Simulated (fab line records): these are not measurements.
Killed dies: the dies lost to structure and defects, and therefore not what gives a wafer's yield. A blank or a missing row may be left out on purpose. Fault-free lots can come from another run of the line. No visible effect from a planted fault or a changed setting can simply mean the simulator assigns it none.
Matching of chambers | flow gf180mcu | GF_V4_CVD_02 on pecvd-01 has 3 sister chambers
The step deposits SiO2 from TEOS, target thk 850 nm, time 94.851 s. 16 wafers are shown with their chamber, then 8 later ones without.

WAFERS WITH THEIR CHAMBER
wafer  | chamber | heater_power_w (W) | susceptor_temp_C (C)
L077.1 | 0       | 692                | 399.97
L077.3 | 1       | 785                | 399.96
L077.5 | 1       | 822                | 399.98
L079.1 | 2       | 673                | 399.81
L079.3 | 2       | 558                | 399.84
L079.6 | 2       | 628                | 399.53
L082.1 | 2       | 593                | 399.92
L082.3 | 0       | 724                | 400.19
L082.6 | 1       | 816                | 400.27
L085.1 | 0       | 753                | 400.27
L085.3 | 1       | 784                | 400.42
L085.4 | 0       | 795                | 399.90
L090.2 | 2       | 678                | 399.79
L090.3 | 0       | 727                | 400.38
L090.6 | 1       | 777                | 399.90
L091.3 | 2       | 674                | 399.90

SIGNATURES (means of the wafers above)
reading          | chamber 0 | chamber 1 | chamber 2 | scatter within a chamber
heater_power_w   | 738.20    | 796.80    | 634.00    | 39.4
susceptor_temp_C | 400.1420  | 400.1060  | 399.7983  | 0.19
Rule: for a wafer and a chamber, the distance is found by dividing, reading by reading, the gap between the wafer's reading and the chamber's mean by the reading's scatter, squaring, summing and taking the root. If the next closest chamber is less than 2 further off than the closest, the wafer can't be placed; otherwise it belongs to the closest. The scatter: take each reading less its chamber's mean, square it, sum over the shown wafers, divide by the number of wafers less the number of chambers, and take the root.

WAFERS WHOSE CHAMBER IS MISSING
wafer  | heater_power_w (W) | susceptor_temp_C (C)
L091.5 | 886                | 400.14
L091.6 | 566                | 400.01
L092.3 | 713                | 399.71
L092.4 | 720                | 400.27
L092.6 | 756                | 399.81
L097.1 | 828                | 400.26
L097.2 | 767                | 400.20
L097.3 | 615                | 399.76

WHICH CHAMBER EACH WENT THROUGH
wafer  | from the rows above          | in truth
L091.5 | can't be placed: 1 or 0      | 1
L091.6 | 2                            | 2
L092.3 | can't be placed: 2 or 0 or 1 | 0
L092.4 | can't be placed: 0 or 1      | 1
L092.6 | can't be placed: 0 or 1 or 2 | 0
L097.1 | can't be placed: 1 or 0      | 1
L097.2 | can't be placed: 0 or 1      | 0
L097.3 | 2                            | 2
Correct placement for 2 of the 8. These rows do not allow placing 6 (true chamber among the candidates in 6). Placed wrongly: 0.
